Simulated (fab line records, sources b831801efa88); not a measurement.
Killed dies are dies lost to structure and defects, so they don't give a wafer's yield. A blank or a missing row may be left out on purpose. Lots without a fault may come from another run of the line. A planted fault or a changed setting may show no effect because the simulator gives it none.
Problem report in the 8D (eight disciplines) form, filled by code | flow sky130 | the parts of the form that need people (team, actions taken, sign-off) are left out

1. THE PROBLEM
overpolish_run_s at SKY_VIA1_CMP_24 reads a mean of 0.032 s on 3 wafers of 2 lots; wafers without a fault read 15.000 s with a standard deviation of 0.0098. That is -99 or more standard deviations from the usual mean.
The step: polishes, stops on SiO2, t overpolish 15 s, target thk 0 nm.
First seen on wafer L164.5, day 39 06:54, on cmp-02. The record holds 42 wafers of 14 lots with a number at this step. Rule for "out", or "out of limits": more than 4 standard deviations from the usual mean. The other wafers with a number count as sound.

2. WHAT IT IS AND WHAT IT IS NOT
question                    | is                                   | is not
which readings at this step | overpolish_run_s, time_to_endpoint_s | head_pressure_psi, motor_current_A
which lots                  | L164, L166                           | L150, L153, L154, L156, L158, L160, L161, L163, L168, L169, L172, L173
which wafers of those lots  | L164.5, L166.4, L166.5               | L164.2, L164.3, L166.1
read on which tools         | cmp-02                               | cmp-01
when                        | from day 39 06:54                    | up to then (26 sound wafers); but 13 sound wafers of L166, L168, L169, L172, L173 came after

3. SUSPECTS, AND WHAT RULES EACH OUT
Counting: a tool at a process step up to the reading stays a suspect if it ran every lot that is out. Sound lots after the first of them don't rule it out here, since some wafers of a struck lot are sound.
- cmp-02 at SKY_VIA1_CMP_24 (polishes, stops on SiO2, t overpolish 15 s, target thk 0 nm): kept. It ran every lot that is out, first L164 (day 39 06:54); its last sound lot up to then is L163 (day 39 04:52). Its own readings are out on those wafers: overpolish_run_s, time_to_endpoint_s.
Left after counting: cmp-02 at SKY_VIA1_CMP_24.

4. THE CAUSE (what the simulator had put in)
Process parameter drift: cmp-02, from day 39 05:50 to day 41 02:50, at SKY_VIA1_CMP_24. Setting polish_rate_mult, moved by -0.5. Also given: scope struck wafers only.
Counting left only this tool.

5. THE CHAIN OF EFFECTS, in route order
Each row: a reading whose mean over the struck wafers that have a number lies more than 3 standard deviations from the usual. Only readings for which the record gives a usual standard deviation are gone through. hours: the time from each lot's start at the first step in this table that gives one to its start at this step, as a median over the lots. sigmas: the change in usual standard deviations.
hours | step            | reading            | usual    | on struck wafers | change  | sigmas
0     | SKY_VIA1_CMP_24 | overpolish_run_s   | 15.000 s | 0.032            | -14.968 | -99 or more
0     | SKY_VIA1_CMP_24 | time_to_endpoint_s | 65.0 s   | 104.0            | +39.0   | +14
The process steps in it:
- SKY_VIA1_CMP_24: polishes, stops on SiO2, t overpolish 15 s, target thk 0 nm.

6. WHAT WOULD HAVE CAUGHT IT SOONER
In this record the first reading out of limits was taken at day 39 06:54, 1 hour after the fault began at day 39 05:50.
